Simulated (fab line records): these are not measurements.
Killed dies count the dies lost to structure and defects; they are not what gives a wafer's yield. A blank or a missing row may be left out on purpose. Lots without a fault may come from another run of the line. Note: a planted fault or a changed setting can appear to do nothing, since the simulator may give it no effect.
Which tool is to blame?	flow sky130	24 lots, 72 wafers sampled, at 6 steps of a route of 708

## WHAT EACH GAUGE READ, for each wafer
SKY_CAP2M_RS_MEAS_03: measurement is done with a four-point probe.
lot	measured	on	CAP2M_TIN_RS (ohm/sq)
L074	day 39 12:31	film metro-02	6.95 6.91 7.00
L075	day 40 00:06	film metro-03	6.97 6.98 6.98
L076	day 40 05:37	film metro-01	6.96 6.96 6.92
L077	day 40 08:34	film metro-02	6.93 6.99 6.95
L078	day 41 00:53	film metro-01	6.92 6.89 6.95
L079	day 41 13:26	film metro-01	7.09 7.04 7.06
L081	day 41 21:49	film metro-02	6.95 6.87 6.97
L080	day 42 00:28	film metro-02	6.93 6.96 6.97
L082	day 42 04:03	film metro-01	6.89 6.85 6.92
L083	day 42 12:50	film metro-02	6.91 6.91 6.89
L085	day 43 16:20	film metro-01	7.02 7.01 7.08
L086	day 43 19:29	film metro-02	6.97 6.97 7.05
L084	day 43 20:49	film metro-02	7.06 7.04 6.98
L087	day 43 22:05	film metro-03	7.00 7.07 7.04
L088	day 43 22:33	film metro-03	6.86 6.92 6.83
L089	day 44 00:30	film metro-02	6.94 6.96 6.94
L090	day 44 04:58	film metro-03	6.93 6.93 6.94
L091	day 44 15:32	film metro-02	6.89 6.91 6.93
L092	day 45 10:05	film metro-02	6.97 6.92 6.99
L093	day 45 12:37	film metro-02	6.89 6.95 6.87
L094	day 45 15:24	film metro-02	6.91 6.89 6.96
L095	day 45 19:28	film metro-03	6.92 6.88 6.92
L096	day 46 01:53	film metro-02	6.87 6.87 6.90
L097	day 46 02:18	film metro-01	7.05 7.08 7.00

SKY_VIA4_BOW_MEAS_03.
lot	measured	on	VIA4_BOW (um)
L074	day 41 15:15	film metro-03	74 74 79
L075	day 42 01:55	film metro-03	83 73 72
L076	day 42 07:28	film metro-03	91 65 77
L077	day 42 10:42	film metro-04	76 86 61
L078	day 43 00:51	film metro-02	77 100 83
L079	day 43 13:14	film metro-02	66 76 77
L081	day 43 21:37	film metro-04	75 80 74
L080	day 44 00:33	film metro-04	65 74 51
L082	day 44 03:40	film metro-02	77 79 72
L083	day 44 13:38	film metro-04	77 70 70
L085	day 45 14:49	film metro-02	72 74 78
L086	day 45 17:40	film metro-03	92 86 84
L084	day 45 18:16	film metro-03	74 74 83
L087	day 45 18:54	film metro-04	74 66 72
L088	day 45 19:38	film metro-02	78 67 75
L089	day 45 21:34	film metro-02	65 63 66
L090	day 46 01:58	film metro-04	82 70 84
L091	day 46 18:03	film metro-02	96 88 94
L092	day 47 04:28	film metro-02	84 79 83
L093	day 47 08:20	film metro-03	84 76 77
L094	day 47 10:26	film metro-04	76 79 83
L095	day 47 13:43	film metro-04	84 81 72
L096	day 47 19:52	film metro-04	97 73 75
L097	day 47 20:38	film metro-02	77 72 84

SKY_VIA4_OVL_MEAS_11.
lot	measured	on	VIA4_OVL (nm)
L074	day 42 14:31	overlay-01	1.0 -0.3 0.2
L075	day 43 01:34	overlay-01	-0.8 -0.2 0.2
L076	day 43 06:09	overlay-01	0.7 -1.3 -0.2
L077	day 43 09:30	overlay-02	-1.4 -0.8 1.5
L078	day 43 23:58	overlay-02	-0.6 -0.2 0.2
L079	day 44 11:58	overlay-01	0.4 1.2 1.8
L081	day 44 19:52	overlay-01	-1.3 -1.1 -1.9
L080	day 44 21:46	overlay-02	-0.4 -1.2 -3.2
L082	day 45 01:43	overlay-02	-0.4 1.5 0.4
L083	day 45 21:34	overlay-02	-0.3 0.1 -1.0
L085	day 46 11:16	overlay-01	0.6 0.0 1.7
L086	day 46 13:30	overlay-01	0.3 -1.5 -1.8
L084	day 46 14:44	overlay-02	-1.1 -1.7 -0.5
L087	day 46 15:27	overlay-02	-2.9 -1.3 1.2
L088	day 46 16:04	overlay-01	-1.0 0.6 0.6
L089	day 46 18:09	overlay-02	-0.7 3.2 2.5
L090	day 46 22:18	overlay-02	-1.5 -1.8 0.4
L091	day 47 13:46	overlay-01	2.4 2.5 1.5
L092	day 47 23:46	overlay-02	0.1 0.6 0.5
L093	day 48 03:21	overlay-01	1.0 1.0 -0.1
L094	day 48 04:49	overlay-02	-0.2 -0.3 -0.4
L095	day 48 09:03	overlay-02	3.2 2.4 1.7
L096	day 48 15:31	overlay-01	-0.9 -0.2 -0.9
L097	day 48 15:46	overlay-01	-1.8 -2.1 -2.4

SKY_METAL5_THK_MEAS_06: measures by xrf.
lot	measured	on	METAL5_ALCU_THK (nm)
L074	day 42 16:14	film metro-01	1153 1156 1163
L075	day 43 03:29	film metro-02	1183 1173 1179
L076	day 43 08:08	film metro-04	1201 1193 1187
L077	day 43 11:19	film metro-01	1141 1155 1159
L078	day 44 01:40	film metro-02	1163 1149 1175
L079	day 44 13:44	film metro-02	1179 1174 1167
L081	day 44 21:35	film metro-02	1170 1156 1169
L080	day 44 23:31	film metro-04	1196 1178 1179
L082	day 45 03:23	film metro-02	1171 1153 1168
L083	day 45 23:16	film metro-02	1159 1156 1159
L085	day 46 13:23	film metro-04	1160 1156 1162
L086	day 46 15:52	film metro-02	1176 1172 1188
L084	day 46 16:52	film metro-01	1173 1176 1176
L087	day 46 17:58	film metro-02	1151 1165 1157
L088	day 46 18:02	film metro-01	1146 1143 1153
L089	day 46 20:49	film metro-01	1170 1166 1169
L090	day 47 00:07	film metro-02	1172 1164 1168
L091	day 47 15:35	film metro-02	1163 1153 1170
L092	day 48 01:28	film metro-01	1182 1186 1178
L093	day 48 05:13	film metro-02	1186 1179 1173
L094	day 48 06:31	film metro-01	1156 1170 1163
L095	day 48 10:44	film metro-01	1140 1156 1130
L096	day 48 17:19	film metro-01	1155 1154 1165
L097	day 48 17:33	film metro-04	1170 1168 1171

## WHICH TOOL RAN EACH LOT (tool, then ch and the chambers of the sampled wafers, then the start)
lot	SKY_METAL4_SPUTTER_03	SKY_CAP2M_SPUTTER_02
L074	pvd sputter-02, day 39 12:14	pvd sputter-01, day 39 12:23
L075	pvd sputter-03, day 39 23:50	pvd sputter-01, day 39 23:59
L076	pvd sputter-03, day 40 05:22	pvd sputter-02, day 40 05:31
L077	pvd sputter-03, day 40 08:19	pvd sputter-02, day 40 08:28
L078	pvd sputter-04, day 41 00:35	pvd sputter-02, day 41 00:44
L079	pvd sputter-03, day 41 13:10	pvd sputter-01, day 41 13:20
L081	pvd sputter-04, day 41 21:32	pvd sputter-02, day 41 21:41
L080	pvd sputter-04, day 42 00:09	pvd sputter-01, day 42 00:20
L082	pvd sputter-03, day 42 03:47	pvd sputter-01, day 42 03:56
L083	pvd sputter-02, day 42 12:33	pvd sputter-01, day 42 12:42
L085	pvd sputter-03, day 43 16:04	pvd sputter-01, day 43 16:13
L086	pvd sputter-03, day 43 19:13	pvd sputter-01, day 43 19:23
L084	pvd sputter-03, day 43 20:30	pvd sputter-01, day 43 20:38
L087	pvd sputter-03, day 43 21:49	pvd sputter-01, day 43 21:58
L088	pvd sputter-02, day 43 22:16	pvd sputter-03, day 43 22:25
L089	pvd sputter-03, day 44 00:14	pvd sputter-02, day 44 00:23
L090	pvd sputter-02, day 44 04:43	pvd sputter-03, day 44 04:52
L091	pvd sputter-03, day 44 15:15	pvd sputter-01, day 44 15:24
L092	pvd sputter-04, day 45 09:47	pvd sputter-02, day 45 09:56
L093	pvd sputter-02, day 45 12:21	pvd sputter-01, day 45 12:30
L094	pvd sputter-04, day 45 15:06	pvd sputter-01, day 45 15:15
L095	pvd sputter-04, day 45 19:12	pvd sputter-02, day 45 19:21
L096	pvd sputter-02, day 46 01:36	pvd sputter-01, day 46 01:45
L097	pvd sputter-04, day 46 02:01	pvd sputter-02, day 46 02:10
- SKY_METAL4_SPUTTER_03: material Ti, target thk 5 nm, time 3.3 s.
- SKY_CAP2M_SPUTTER_02: material TiN, target thk 200 nm, time 166.7 s.

## WHAT THE TOOLS THEMSELVES READ (means of the sampled wafers that have a number; where no wafer has one, the mark that the record gives instead)
SKY_METAL4_SPUTTER_03.
lot	tool	throttle valve pct (%)
L074	pvd sputter-02	29.9
L075	pvd sputter-03	30.2
L076	pvd sputter-03	30.7
L077	pvd sputter-03	29.9
L078	pvd sputter-04	30.8
L079	pvd sputter-03	30.4
L081	pvd sputter-04	30.3
L080	pvd sputter-04	29.9
L082	pvd sputter-03	30.2
L083	pvd sputter-02	30.0
L085	pvd sputter-03	29.5
L086	pvd sputter-03	30.4
L084	pvd sputter-03	29.9
L087	pvd sputter-03	29.6
L088	pvd sputter-02	30.0
L089	pvd sputter-03	30.2
L090	pvd sputter-02	30.7
L091	pvd sputter-03	30.4
L092	pvd sputter-04	29.0
L093	pvd sputter-02	30.8
L094	pvd sputter-04	30.8
L095	pvd sputter-04	30.8
L096	pvd sputter-02	30.5
L097	pvd sputter-04	31.0

SKY_CAP2M_SPUTTER_02.
lot	tool	throttle valve pct (%)
L074	pvd sputter-01	30.5
L075	pvd sputter-01	30.6
L076	pvd sputter-02	29.9
L077	pvd sputter-02	30.3
L078	pvd sputter-02	31.1
L079	pvd sputter-01	30.0
L081	pvd sputter-02	31.1
L080	pvd sputter-01	30.0
L082	pvd sputter-01	30.0
L083	pvd sputter-01	30.4
L085	pvd sputter-01	30.4
L086	pvd sputter-01	30.1
L084	pvd sputter-01	30.1
L087	pvd sputter-01	30.1
L088	pvd sputter-03	29.8
L089	pvd sputter-02	30.0
L090	pvd sputter-03	29.7
L091	pvd sputter-01	30.0
L092	pvd sputter-02	30.1
L093	pvd sputter-01	30.3
L094	pvd sputter-01	30.5
L095	pvd sputter-02	31.1
L096	pvd sputter-01	30.3
L097	pvd sputter-02	31.0

## THE ANSWER, worked out from the rows above alone
Rule: what is usual is taken from the lots themselves. The widest of any qualifying gaps counts: lots, ordered by their means at a reading, are off when they make up no more than a third of the lots, leave a main group of 4 or more, and stand apart from it by 3 or more times the standard deviation of that group's means. A main group is skipped when, at the precision printed for the reading in the tables above, its means are all equal. Also off: a lot with no number at a reading for which 4 or more lots have one. The other lots that the step has rows for count as sound. The gauges are gone through in route order, then the tools' own readings, and for those a lot's mean is taken as printed above. The first step at which some lot is off is used, and at that step the reading that is off furthest; a lot without a number counts as furthest.
Across all readings shown, no lot is off: no conclusion can be drawn from this.

## WHAT WAS PUT IN BY THE SIMULATOR
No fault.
